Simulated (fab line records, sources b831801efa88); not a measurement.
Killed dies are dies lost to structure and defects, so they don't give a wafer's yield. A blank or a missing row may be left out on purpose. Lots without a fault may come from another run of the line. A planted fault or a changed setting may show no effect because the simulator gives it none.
Which tool did it? | flow sky130 | 13 lots, 39 wafers sampled, at 4 steps of a route of 708

WHAT THE GAUGES READ, wafer by wafer
SKY_VIA2_THK_MEAS_23: measures by xrf.
lot  | measured     | on            | VIA2_W_THK (nm)
L511 | day 36 07:48 | film_metro-02 | 421 428 423
L512 | day 36 10:26 | film_metro-03 | 419 417 421
L514 | day 37 09:17 | film_metro-02 | 427 428 434
L515 | day 37 09:55 | film_metro-01 | 411 422 409
L516 | day 38 01:07 | film_metro-02 | 424 417 417
L517 | day 38 13:43 | film_metro-01 | 426 421 429
L519 | day 39 00:25 | film_metro-02 | 430 425 435
L520 | day 39 11:44 | film_metro-01 | 429 430 429
L529 | day 41 21:34 | film_metro-01 | 430 432 430
L530 | day 42 05:49 | film_metro-03 | 421 424 417
L532 | day 42 09:13 | film_metro-01 | 424 421 424
L531 | day 42 15:25 | film_metro-01 | 428 430 428
L533 | day 42 19:42 | film_metro-02 | 416 425 425

WHICH TOOL RAN EACH LOT (tool, then ch and the chambers of the sampled wafers, then the start)
lot  | SKY_SD_P_HMDS_01                  | SKY_LOCAL_INTERCONNECT_ETCH_13    | SKY_VIA2_ETCH_15
L511 | litho_track-04 ch 0, day 24 16:56 | rie_metal-02 ch 0, day 30 07:18   | rie_diel-01 ch 0,1,3, day 36 06:48
L512 | litho_track-01 ch 0, day 24 21:51 | rie_metal-02 ch 0, day 30 11:18   | rie_diel-02 ch 0,1, day 36 09:26
L514 | litho_track-01 ch 0, day 25 22:18 | rie_metal-03 ch 0,1, day 31 09:57 | rie_diel-02 ch 2,3, day 37 08:17
L515 | litho_track-01 ch 0, day 25 22:55 | rie_metal-02 ch 0, day 31 10:40   | rie_diel-01 ch 0,1,3, day 37 08:56
L516 | litho_track-02 ch 0, day 26 16:44 | rie_metal-03 ch 0,1, day 32 03:15 | rie_diel-01 ch 0,1,3, day 38 00:09
L517 | litho_track-01 ch 0, day 27 05:55 | rie_metal-03 ch 0,1, day 32 16:34 | rie_diel-04 ch 0,2,3, day 38 12:44
L519 | litho_track-01 ch 0, day 27 21:33 | rie_metal-02 ch 1, day 33 05:15   | rie_diel-02 ch 1,2,3, day 38 23:26
L520 | litho_track-01 ch 0, day 28 09:30 | rie_metal-03 ch 1, day 33 17:24   | rie_diel-02 ch 0,3, day 39 10:45
L529 | litho_track-04 ch 0, day 31 04:13 | rie_metal-01 ch 0,1, day 36 07:51 | rie_diel-04 ch 0,3, day 41 20:35
L530 | litho_track-01 ch 0, day 31 13:57 | rie_metal-01 ch 0,1, day 36 18:49 | rie_diel-04 ch 0,2,3, day 42 04:51
L532 | litho_track-02 ch 0, day 31 19:32 | rie_metal-01 ch 0, day 36 23:39   | rie_diel-01 ch 0,1,3, day 42 08:12
L531 | litho_track-01 ch 0, day 31 23:39 | rie_metal-03 ch 0,1, day 37 04:33 | rie_diel-02 ch 1,2,3, day 42 14:26
L533 | litho_track-04 ch 0, day 32 03:24 | rie_metal-03 ch 0,1, day 37 07:06 | rie_diel-01 ch 0,1,3, day 42 18:42
- SKY_SD_P_HMDS_01: prime time 60 s.
- SKY_LOCAL_INTERCONNECT_ETCH_13: etches BARC in N2/H2, stops on SiO2, time 45.9 s, target depth 60 nm.
- SKY_VIA2_ETCH_15: etches SiO2 in C4F8/O2/Ar, stops on TiN, target depth 546 nm, time 85.76 s.

WHAT THE TOOLS THEMSELVES READ (means of the sampled wafers that have a number; where no wafer has one, the mark that the record gives instead)
SKY_SD_P_HMDS_01.
lot  | tool           | exhaust_pa (Pa) | prime_temp_c (C)
L511 | litho_track-04 | 45.5            | 120.08
L512 | litho_track-01 | 45.2            | 119.98
L514 | litho_track-01 | 44.9            | 119.73
L515 | litho_track-01 | 44.1            | 120.20
L516 | litho_track-02 | 45.4            | 120.06
L517 | litho_track-01 | 44.8            | 120.02
L519 | litho_track-01 | 44.6            | 114.13
L520 | litho_track-01 | 43.6            | 114.07
L529 | litho_track-04 | 45.4            | 120.11
L530 | litho_track-01 | 44.1            | 119.93
L532 | litho_track-02 | 45.5            | 120.12
L531 | litho_track-01 | 45.5            | 119.91
L533 | litho_track-04 | 44.3            | 119.95

SKY_LOCAL_INTERCONNECT_ETCH_13.
lot  | tool         | drypump_motor_current_A (A) | oes_product_au (a.u.) | throttle_valve_pct (%)
L511 | rie_metal-02 | 5.5                         | 0.859                 | 13.224
L512 | rie_metal-02 | 5.5                         | 0.854                 | 13.229
L514 | rie_metal-03 | 5.6                         | 0.857                 | 13.234
L515 | rie_metal-02 | 5.5                         | 0.857                 | 13.221
L516 | rie_metal-03 | 5.8                         | 0.853                 | 13.212
L517 | rie_metal-03 | 5.8                         | 0.856                 | 13.229
L519 | rie_metal-02 | 5.8                         | 0.856                 | 13.226
L520 | rie_metal-03 | 5.4                         | 0.856                 | 13.221
L529 | rie_metal-01 | 5.6                         | 0.856                 | 13.217
L530 | rie_metal-01 | 5.6                         | 0.856                 | 13.219
L532 | rie_metal-01 | 4.9                         | 0.854                 | 13.238
L531 | rie_metal-03 | 5.7                         | 0.851                 | 13.233
L533 | rie_metal-03 | 5.6                         | 0.853                 | 13.223

SKY_VIA2_ETCH_15.
lot  | tool        | oes_product_au (a.u.)
L511 | rie_diel-01 | 0.939
L512 | rie_diel-02 | 0.938
L514 | rie_diel-02 | 0.936
L515 | rie_diel-01 | 0.941
L516 | rie_diel-01 | 0.934
L517 | rie_diel-04 | 0.934
L519 | rie_diel-02 | 0.937
L520 | rie_diel-02 | 0.935
L529 | rie_diel-04 | 0.932
L530 | rie_diel-04 | 0.945
L532 | rie_diel-01 | 0.933
L531 | rie_diel-02 | 0.937
L533 | rie_diel-01 | 0.935

THE ANSWER, worked out from the rows above alone
Rule: what is usual is taken from the lots themselves. Put in order of their means at a reading, lots are off if they are a third of the lots or fewer, leave a main group of 4 or more, and stand apart from it by a gap of 3 or more times the standard deviation of the main group's means; of several such gaps the widest counts. A main group whose means are all the same, to the digits that the tables above print for the reading, isn't used. A lot without any number at a reading at which 4 lots or more have one is off too. The other lots that the step has rows for count as sound. The gauges are gone through in route order, then the tools' own readings, and for those a lot's mean is taken as printed above. The first step at which some lot is off is used, and at that step the reading that is off furthest; a lot without a number counts as furthest.
Off: L519, L520, at SKY_SD_P_HMDS_01 (prime_temp_c). The main group: mean 120.01 C, standard deviation 0.12.
A tool fits if, at that step or a process step before it, it ran every lot that is off, and no sound lot after the first of them. None of those tried fits.

WHAT THE SIMULATOR HAD PUT IN
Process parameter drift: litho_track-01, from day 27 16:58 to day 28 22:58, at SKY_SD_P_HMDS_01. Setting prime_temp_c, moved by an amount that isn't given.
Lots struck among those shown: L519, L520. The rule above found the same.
